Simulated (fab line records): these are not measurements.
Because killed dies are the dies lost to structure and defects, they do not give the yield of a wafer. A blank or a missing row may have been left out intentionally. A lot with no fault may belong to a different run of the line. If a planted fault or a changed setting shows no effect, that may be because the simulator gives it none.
Which tool is to blame? | flow sky130 | 36 wafers from 12 lots sampled at 4 of the route's 708 steps

WHAT THE GAUGES READ, wafer by wafer
SKY_FIELD_ISO_THK_MEAS_23.
lot  | measured    | on           | FIELD_ISO_OXIDATION_01_THK (nm)
L407 | day 2 08:54 | filmMetro-01 | 10.15 10.27 10.26
L409 | day 2 18:29 | filmMetro-01 | 10.04 10.05 10.28
L412 | day 3 08:14 | filmMetro-01 | 10.06 10.11 10.18
L413 | day 3 15:18 | filmMetro-03 | 9.89 9.81 10.00
L414 | day 3 18:07 | filmMetro-01 | 10.25 10.25 10.27
L415 | day 4 00:34 | filmMetro-01 | 10.06 10.13 10.16
L417 | day 4 11:08 | filmMetro-04 | 10.25 10.29 10.19
L422 | day 5 15:02 | filmMetro-03 | 9.89 9.96 9.81
L424 | day 6 01:14 | filmMetro-01 | 10.25 10.31 10.22
L425 | day 6 05:19 | filmMetro-03 | 10.01 10.07 10.04
L426 | day 6 10:58 | filmMetro-01 | 10.18 10.24 10.18
L430 | day 7 06:33 | filmMetro-03 | 10.05 10.16 10.10

SKY_VT_ADJUST_HVTP_TW_MEAS_11.
lot  | measured     | on           | VT_ADJUST_HVTP_TW
L407 | day 6 04:00  | filmMetro-02 | 1347 1350 1352
L409 | day 6 13:28  | filmMetro-04 | 1364 1359 1362
L412 | day 7 09:19  | filmMetro-03 | 1373 1379 1384
L413 | day 7 17:43  | filmMetro-03 | 1374 1373 1370
L414 | day 7 21:59  | filmMetro-03 | 1375 1382 1378
L415 | day 8 02:48  | filmMetro-04 | 1361 1355 1361
L417 | day 8 18:13  | filmMetro-02 | 1356 1353 1351
L422 | day 10 04:36 | filmMetro-03 | 989 987 989
L424 | day 10 17:15 | filmMetro-03 | 993 988 987
L425 | day 10 19:28 | filmMetro-02 | 1347 1357 1354
L426 | day 11 04:20 | filmMetro-04 | 1370 1365 1358
L430 | day 12 03:46 | filmMetro-03 | 1366 1362 1351

SKY_VT_ADJUST_LVTN_TW_MEAS_21.
lot  | measured     | on           | VT_ADJUST_LVTN_2_TW
L407 | day 7 19:06  | filmMetro-03 | 189.9 190.7 190.9
L409 | day 8 06:11  | filmMetro-01 | 190.2 188.7 189.7
L412 | day 9 02:46  | filmMetro-03 | 189.6 190.5 191.1
L413 | day 9 11:48  | filmMetro-03 | 191.6 190.7 191.3
L414 | day 9 16:04  | filmMetro-01 | 191.1 190.8 190.3
L415 | day 9 20:56  | filmMetro-03 | 191.8 191.4 190.1
L417 | day 10 14:07 | filmMetro-02 | 187.2 187.8 187.4
L422 | day 12 04:15 | filmMetro-02 | 189.3 188.7 188.0
L424 | day 12 17:47 | filmMetro-02 | 188.9 187.4 188.3
L425 | day 12 20:09 | filmMetro-02 | 188.7 187.3 188.3
L426 | day 13 05:46 | filmMetro-02 | 187.4 187.7 187.9
L430 | day 14 06:21 | filmMetro-03 | 190.1 189.9 190.6

WHICH TOOL RAN EACH LOT (tool, then ch and the chambers of the sampled wafers, then the start)
lot  | SKY_VT_ADJUST_HVTP_IMPLANT_09
L407 | implanter-02 ch 0, day 6 03:45
L409 | implanter-02 ch 0, day 6 13:13
L412 | implanter-02 ch 0, day 7 09:05
L413 | implanter-02 ch 0, day 7 17:28
L414 | implanter-01 ch 0, day 7 21:46
L415 | implanter-04 ch 0, day 8 02:33
L417 | implanter-01 ch 0, day 8 17:59
L422 | implanter-02 ch 0, day 10 04:21
L424 | implanter-02 ch 0, day 10 17:00
L425 | implanter-04 ch 0, day 10 19:15
L426 | implanter-01 ch 0, day 11 04:05
L430 | implanter-04 ch 0, day 12 03:31
- SKY_VT_ADJUST_HVTP_IMPLANT_09

AS READ BY THE TOOLS THEMSELVES (means over the sampled wafers that have a number; for cases with no such wafer, the mark the record gives instead)
SKY_VT_ADJUST_HVTP_IMPLANT_09.
lot  | tool         | doseIonsCm2 | faradayCurrentUA
L407 | implanter-02 | 4.3e+12     | 24.8
L409 | implanter-02 | 4.3e+12     | 24.4
L412 | implanter-02 | 4.3e+12     | 24.1
L413 | implanter-02 | 4.3e+12     | 24.7
L414 | implanter-01 | 4.3e+12     | 24.1
L415 | implanter-04 | 4.3e+12     | 24.5
L417 | implanter-01 | 4.3e+12     | 24.9
L422 | implanter-02 | 1.6e+12     | 8.7
L424 | implanter-02 | 1.6e+12     | 8.9
L425 | implanter-04 | 4.3e+12     | 24.8
L426 | implanter-01 | 4.3e+12     | 24.1
L430 | implanter-04 | 4.3e+12     | 23.9

THE ANSWER, worked out from the rows above alone
Rule: the usual values come from the lots themselves. The widest of any qualifying gaps counts: lots, ordered by their means at a reading, are off when they make up no more than a third of the lots, leave a main group of 4 or more, and stand apart from it by 3 or more times the standard deviation of that group's means. A main group whose means are all the same, to the digits that the tables above print for the reading, isn't used. A lot without any number at a reading at which 4 lots or more have one is off too. All remaining lots with rows at the step are treated as sound. After the gauges, taken in route order, come the tools' own readings; for these a lot's mean is taken, as printed above. At the first step where some lot is off, the reading lying furthest off is the one used; lots without a number count as furthest.
Off: L422, L424, at SKY_VT_ADJUST_HVTP_TW_MEAS_11 (VT_ADJUST_HVTP_TW). Mean 1363 and standard deviation 9.9 in the main group.
A tool fits if, at a process step before that reading, it ran every lot that is off, and no sound lot after the first of them. The gauges at SKY_VT_ADJUST_HVTP_TW_MEAS_11 aren't tried: what is off there is off at SKY_VT_ADJUST_HVTP_IMPLANT_09 too, on other tools, and a gauge's error can't cause that. One fits: SKY_VT_ADJUST_HVTP_IMPLANT_09 on implanter-02. Its last sound lot is L413 (day 7 17:28), its first lot that is off L422 (day 10 04:21): a fault that began between those two fits.
The tool's own readings at SKY_VT_ADJUST_HVTP_IMPLANT_09 bear it out: on the lots that are off they differ by more than 5 times the standard deviation of the sound lots' means. doseIonsCm2 reads 1.6e+12 there against 4.3e+12 on the sound lots; faradayCurrentUA reads 8.8 there against 24.4 on the sound lots.

WHAT THE SIMULATOR PUT IN
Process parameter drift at SKY_VT_ADJUST_HVTP_IMPLANT_09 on implanter-02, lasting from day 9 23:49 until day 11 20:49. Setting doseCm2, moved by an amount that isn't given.
Shown lots that were struck: L422, L424. The rule above found the same.
